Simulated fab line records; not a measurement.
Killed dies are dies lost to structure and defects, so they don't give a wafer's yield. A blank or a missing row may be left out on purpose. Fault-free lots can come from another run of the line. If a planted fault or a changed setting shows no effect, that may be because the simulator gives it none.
Which tool was responsible?    flow sky130    6 lots with 18 wafers sampled at 3 steps, on a route of 708 steps

WHAT THE GAUGES READ, wafer by wafer
SKY_VT_ADJUST_NCORE_TW_MEAS_11.
lot   measured      on            VT_ADJUST_NCORE_TW
L212  day 9 08:47   filmMetro-01  217.9 218.2 217.1
L217  day 10 15:16  filmMetro-03  213.4 214.3 213.5
L221  day 11 17:23  filmMetro-02  152.2 153.2 154.2
L227  day 13 13:11  filmMetro-02  217.4 218.4 217.8
L231  day 14 16:28  filmMetro-01  218.0 219.6 219.5
L233  day 15 10:34  filmMetro-03  213.1 214.7 213.9

WHAT TOOL EACH LOT RAN ON (gives the tool, then ch and the chambers of the sampled wafers, and finally the start)
lot   SKY_NWELL_STRIP_25                   SKY_VT_ADJUST_NCORE_IMPLANT_09
L212  plasmaAsher-03 ch 0, day 5 23:07     implanter-03 ch 0, day 9 08:33
L217  plasmaAsher-01 ch 0,1, day 7 03:00   implanter-03 ch 0, day 10 15:01
L221  plasmaAsher-04 ch 0,1, day 8 00:59   implanter-04 ch 0, day 11 17:10
L227  plasmaAsher-01 ch 0,1, day 9 14:38   implanter-03 ch 0, day 13 12:58
L231  plasmaAsher-04 ch 0,1, day 10 14:16  implanter-04 ch 0, day 14 16:13
L233  plasmaAsher-01 ch 0,1, day 11 05:07  implanter-01 ch 0, day 15 10:19
- SKY_NWELL_STRIP_25: strips in O2/N2.
- SKY_VT_ADJUST_NCORE_IMPLANT_09

THE ANSWER, worked out from the rows above alone
Rule: the lots themselves supply what counts as usual. The widest of any qualifying gaps counts: lots, ordered by their means at a reading, are off when they make up no more than a third of the lots, leave a main group of 4 or more, and stand apart from it by 3 or more times the standard deviation of that group's means. A main group whose means are all the same, to the digits that the tables above print for the reading, isn't used. A lot without any number at a reading at which 4 lots or more have one is off too. All remaining lots with rows at the step are treated as sound.
Off: L221, seen at SKY_VT_ADJUST_NCORE_TW_MEAS_11 (VT_ADJUST_NCORE_TW). For the main group the mean is 216.5 and the standard deviation 2.2.
A tool fits if, at a process step before that reading, it ran every lot that is off, and no sound lot after the first of them. The gauges at SKY_VT_ADJUST_NCORE_TW_MEAS_11 are tried like those tools. None of those tried fits.

WHAT THE SIMULATOR HAD INSERTED
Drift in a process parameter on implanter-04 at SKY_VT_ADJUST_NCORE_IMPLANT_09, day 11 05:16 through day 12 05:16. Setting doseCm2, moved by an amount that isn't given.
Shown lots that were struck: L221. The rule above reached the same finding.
